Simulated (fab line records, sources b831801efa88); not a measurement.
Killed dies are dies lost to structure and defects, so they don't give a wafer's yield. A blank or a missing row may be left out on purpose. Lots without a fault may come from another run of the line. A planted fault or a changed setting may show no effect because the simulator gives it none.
Which tool did it? | flow gf180mcu | 24 lots, 72 wafers sampled, at 5 steps of a route of 602

WHAT THE GAUGES READ, wafer by wafer
GF_V1_OVL_MEAS_15. Usual: V1_OVL 2 nm, standard deviation 5.7.
lot  | measured     | on         | V1_OVL (nm) | flag
L074 | day 18 01:34 | overlay-01 | -4 12 7     |
L075 | day 18 07:46 | overlay-02 | 1 3 2       |
L076 | day 18 20:25 | overlay-01 | -12 -4 -9   |
L077 | day 19 08:05 | overlay-01 | 5 0 -1      |
L078 | day 19 21:52 | overlay-01 | 4 0 2       |
L079 | day 20 02:04 | overlay-01 | -4 3 -3     |
L080 | day 20 12:44 | overlay-01 | 3 5 5       |
L081 | day 21 02:40 | overlay-01 | 3 2 3       |
L082 | day 21 05:17 | overlay-01 | -1 0 -3     |
L083 | day 21 11:01 | overlay-01 | 6 9 10      |
L084 | day 21 20:07 | overlay-01 | 14 5 6      |
L085 | day 22 08:49 | overlay-01 | 0 5 -3      |
L086 | day 22 14:46 | overlay-01 | 11 1 3      |
L087 | day 22 23:00 | overlay-02 | -1 3 -2     |
L088 | day 23 05:37 | overlay-01 | 12 16 10    |
L089 | day 23 20:00 | overlay-01 | 7 8 7       |
L090 | day 24 00:23 | overlay-01 | -6 7 -6     |
L091 | day 24 09:22 | overlay-01 | 9 0 5       |
L092 | day 24 17:06 | overlay-01 | 9 4 -2      |
L093 | day 24 21:11 | overlay-01 | 5 4 -4      |
L094 | day 25 08:44 | overlay-02 | 0 1 1       |
L095 | day 25 18:01 | overlay-01 | -6 -2 1     |
L096 | day 26 00:22 | overlay-02 | -4 -4 -5    |
L097 | day 26 09:09 | overlay-01 | -8 -2 4     |

GF_M2_RS_MEAS_05: measures by four-point-probe. Usual: M2_ALCU_RS 0.0699 ohm/sq, standard deviation 0.00075.
lot  | measured     | on            | M2_ALCU_RS (ohm/sq)  | flag
L074 | day 18 03:15 | film_metro-04 | 0.0693 0.0704 0.0697 |
L075 | day 18 09:32 | film_metro-02 | 0.0696 0.0694 0.0690 |
L076 | day 18 22:02 | film_metro-04 | 0.0711 0.0710 0.0703 |
L077 | day 19 09:46 | film_metro-04 | 0.0700 0.0697 0.0692 |
L078 | day 19 23:31 | film_metro-02 | 0.0711 0.0697 0.0697 |
L079 | day 20 03:41 | film_metro-02 | 0.0689 0.0689 0.0696 |
L080 | day 20 14:22 | film_metro-01 | 0.0695 0.0712 0.0706 |
L081 | day 21 04:18 | film_metro-04 | 0.0691 0.0698 0.0692 |
L082 | day 21 06:57 | film_metro-01 | 0.0688 0.0683 0.0703 |
L083 | day 21 12:40 | film_metro-04 | 0.0691 0.0697 0.0688 |
L084 | day 21 21:46 | film_metro-01 | 0.0709 0.0700 0.0695 |
L085 | day 22 10:28 | film_metro-02 | 0.0697 0.0704 0.0701 |
L086 | day 22 16:43 | film_metro-02 | 0.0695 0.0701 0.0697 |
L087 | day 23 00:37 | film_metro-01 | 0.0690 0.0694 0.0694 |
L088 | day 23 07:14 | film_metro-01 | 0.0705 0.0693 0.0701 |
L089 | day 23 21:41 | film_metro-04 | 0.0698 0.0716 0.0696 |
L090 | day 24 02:07 | film_metro-01 | 0.0689 0.0692 0.0691 |
L091 | day 24 11:03 | film_metro-02 | 0.0703 0.0693 0.0701 |
L092 | day 24 18:47 | film_metro-02 | 0.0706 0.0698 0.0695 |
L093 | day 24 22:53 | film_metro-04 | 0.0702 0.0700 0.0710 |
L094 | day 25 10:22 | film_metro-02 | 0.0692 0.0691 0.0692 |
L095 | day 25 19:39 | film_metro-01 | 0.0694 0.0707 0.0705 |
L096 | day 26 02:01 | film_metro-04 | 0.0690 0.0692 0.0690 |
L097 | day 26 10:46 | film_metro-01 | 0.0705 0.0694 0.0708 |

GF_V4_THK_MEAS_25: measures by xrf. Usual: V4_W_THK 349 nm, standard deviation 4.4.
lot  | measured     | on            | V4_W_THK (nm) | flag
L074 | day 24 10:11 | film_metro-02 | 351 351 350   |
L075 | day 24 15:47 | film_metro-02 | 346 350 345   |
L076 | day 25 04:16 | film_metro-04 | 348 348 346   |
L077 | day 25 14:36 | film_metro-04 | 355 350 350   |
L078 | day 26 03:22 | film_metro-04 | 348 345 340   |
L079 | day 26 05:04 | film_metro-02 | 352 354 352   |
L080 | day 26 15:24 | film_metro-02 | 347 346 351   |
L081 | day 27 02:32 | film_metro-03 | 347 348 345   |
L082 | day 27 06:20 | film_metro-03 | 348 349 348   |
L083 | day 27 10:54 | film_metro-02 | 348 350 348   |
L084 | day 27 17:30 | film_metro-04 | 341 348 350   |
L085 | day 28 05:34 | film_metro-04 | 347 349 346   |
L086 | day 28 10:31 | film_metro-03 | 353 351 348   |
L087 | day 28 17:48 | film_metro-04 | 345 342 340   |
L088 | day 28 21:47 | film_metro-02 | 356 352 357   |
L089 | day 29 10:41 | film_metro-04 | 347 340 344   |
L090 | day 29 14:05 | film_metro-02 | 349 352 353   |
L091 | day 29 21:19 | film_metro-02 | 349 348 349   |
L092 | day 30 02:41 | film_metro-02 | 350 354 355   |
L093 | day 30 08:10 | film_metro-03 | 342 342 345   |
L094 | day 30 17:35 | film_metro-03 | 344 347 350   |
L095 | day 30 23:34 | film_metro-02 | 356 356 355   |
L096 | day 31 06:37 | film_metro-04 | 345 347 346   |
L097 | day 31 13:54 | film_metro-04 | 354 353 357   |

WHICH TOOL RAN EACH LOT (tool, then ch and the chambers of the sampled wafers, then the start)
lot  | GF_M1_SPUTTER_02             | GF_V2_CMP_04
L074 | pvd_sputter-02, day 16 02:38 | cmp-02 ch 0,2,3, day 19 04:13
L075 | pvd_sputter-02, day 16 08:31 | cmp-01 ch 0,1,3, day 19 10:47
L076 | pvd_sputter-03, day 16 19:46 | cmp-01 ch 0,1,2, day 19 23:55
L077 | pvd_sputter-03, day 17 06:52 | cmp-01 ch 0,1,3, day 20 11:12
L078 | pvd_sputter-02, day 17 20:05 | cmp-02 ch 2,3, day 21 00:25
L079 | pvd_sputter-02, day 17 23:59 | cmp-01 ch 0,2,3, day 21 04:15
L080 | pvd_sputter-03, day 18 10:38 | cmp-01 ch 0,1, day 21 15:26
L081 | pvd_sputter-02, day 19 00:44 | cmp-01 ch 1,2,3, day 22 04:32
L082 | pvd_sputter-02, day 19 03:46 | cmp-01 ch 0,3, day 22 07:25
L083 | pvd_sputter-02, day 19 09:26 | cmp-01 ch 0,1,3, day 22 12:44
L084 | pvd_sputter-02, day 19 19:35 | cmp-01 ch 2,3, day 22 21:26
L085 | pvd_sputter-01, day 20 07:23 | cmp-02 ch 0,1,2, day 23 10:36
L086 | pvd_sputter-02, day 20 13:41 | cmp-02 ch 0,3, day 23 16:58
L087 | pvd_sputter-03, day 20 21:19 | cmp-02 ch 0,2,3, day 24 00:52
L088 | pvd_sputter-03, day 21 04:43 | cmp-01 ch 0,1,2, day 24 07:25
L089 | pvd_sputter-01, day 21 19:41 | cmp-02 ch 0,1,2, day 24 20:59
L090 | pvd_sputter-02, day 22 00:26 | cmp-01 ch 0,1,3, day 25 01:31
L091 | pvd_sputter-02, day 22 09:41 | cmp-02 ch 0,3, day 25 09:26
L092 | pvd_sputter-01, day 22 18:19 | cmp-02 ch 0,1,2, day 25 17:37
L093 | pvd_sputter-03, day 22 22:25 | cmp-01 ch 0,1,2, day 25 21:56
L094 | pvd_sputter-03, day 23 10:08 | cmp-01 ch 0,2,3, day 26 08:46
L095 | pvd_sputter-01, day 23 19:40 | cmp-02 ch 0,1,2, day 26 17:40
L096 | pvd_sputter-03, day 24 01:34 | cmp-02 ch 0,2, day 26 23:29
L097 | pvd_sputter-03, day 24 11:59 | cmp-02 ch 0,1, day 27 08:43
- GF_M1_SPUTTER_02: material AlCu, target thk 450 nm, time 23.9 s.
- GF_V2_CMP_04: polishes SiO2.

WHAT THE TOOLS THEMSELVES READ (means of the sampled wafers that have a number; where no wafer has one, the mark that the record gives instead)
GF_M1_SPUTTER_02. Usual: throttle_valve_pct 30.3 %, standard deviation 0.91.
lot  | tool           | throttle_valve_pct (%) | flag
L074 | pvd_sputter-02 | 30.3                   |
L075 | pvd_sputter-02 | 30.5                   |
L076 | pvd_sputter-03 | 30.6                   |
L077 | pvd_sputter-03 | 29.5                   |
L078 | pvd_sputter-02 | 30.1                   |
L079 | pvd_sputter-02 | 30.4                   |
L080 | pvd_sputter-03 | 30.0                   |
L081 | pvd_sputter-02 | 31.2                   |
L082 | pvd_sputter-02 | 30.3                   |
L083 | pvd_sputter-02 | 30.6                   |
L084 | pvd_sputter-02 | 30.3                   |
L085 | pvd_sputter-01 | 29.8                   |
L086 | pvd_sputter-02 | 30.2                   |
L087 | pvd_sputter-03 | 30.9                   |
L088 | pvd_sputter-03 | 30.6                   |
L089 | pvd_sputter-01 | 29.8                   |
L090 | pvd_sputter-02 | 30.3                   |
L091 | pvd_sputter-02 | 30.5                   |
L092 | pvd_sputter-01 | 30.0                   |
L093 | pvd_sputter-03 | 30.0                   |
L094 | pvd_sputter-03 | 29.6                   |
L095 | pvd_sputter-01 | 30.0                   |
L096 | pvd_sputter-03 | 30.4                   |
L097 | pvd_sputter-03 | 30.6                   |

GF_V2_CMP_04. Usual: motor_current_A 11.2 A, standard deviation 0.94; platen_rpm 60.00 rpm, standard deviation 0.044; time_to_endpoint_s 80 s, standard deviation 4.9.
lot  | tool   | motor_current_A (A) | platen_rpm (rpm) | time_to_endpoint_s (s) | flag
L074 | cmp-02 | 11.7                | 60.01            | 70                     |
L075 | cmp-01 | 10.8                | 59.99            | 80                     |
L076 | cmp-01 | 10.7                | 60.05            | 80                     |
L077 | cmp-01 | 10.7                | 60.03            | 83                     |
L078 | cmp-02 | 11.4                | 59.98            | 76                     |
L079 | cmp-01 | 10.4                | 59.97            | 78                     |
L080 | cmp-01 | 10.4                | 59.99            | 79                     |
L081 | cmp-01 | 11.4                | 59.99            | 81                     |
L082 | cmp-01 | 10.1                | 60.03            | 79                     |
L083 | cmp-01 | 10.9                | 59.99            | 78                     |
L084 | cmp-01 | 10.5                | 59.99            | 84                     |
L085 | cmp-02 | 11.7                | 60.05            | 83                     |
L086 | cmp-02 | 12.0                | 60.00            | 80                     |
L087 | cmp-02 | 11.9                | 59.97            | 78                     |
L088 | cmp-01 | 10.7                | 59.99            | 84                     |
L089 | cmp-02 | 11.2                | 60.04            | 79                     |
L090 | cmp-01 | 11.1                | 59.97            | 81                     |
L091 | cmp-02 | 12.4                | 59.96            | 82                     |
L092 | cmp-02 | 11.6                | 59.99            | 80                     |
L093 | cmp-01 | 10.7                | 60.01            | 78                     |
L094 | cmp-01 | 10.4                | 60.09            | 74                     |
L095 | cmp-02 | 11.6                | 60.00            | 82                     |
L096 | cmp-02 | 12.0                | 60.04            | 85                     |
L097 | cmp-02 | 12.3                | 60.00            | 82                     |

THE ANSWER, worked out from the rows above alone
Rule: a lot is off if the mean of its wafers that have a number lies more than 3 standard deviations from the usual mean. A lot without any number at a reading at which 4 lots or more have one is off too. The other lots that the step has rows for count as sound. The gauges are gone through in route order, then the tools' own readings, and for those a lot's mean is taken as printed above. The first step at which some lot is off is used, and at that step the reading that is off furthest; a lot without a number counts as furthest.
No lot is off at any reading shown: from this, nothing can be told.

WHAT THE SIMULATOR HAD PUT IN
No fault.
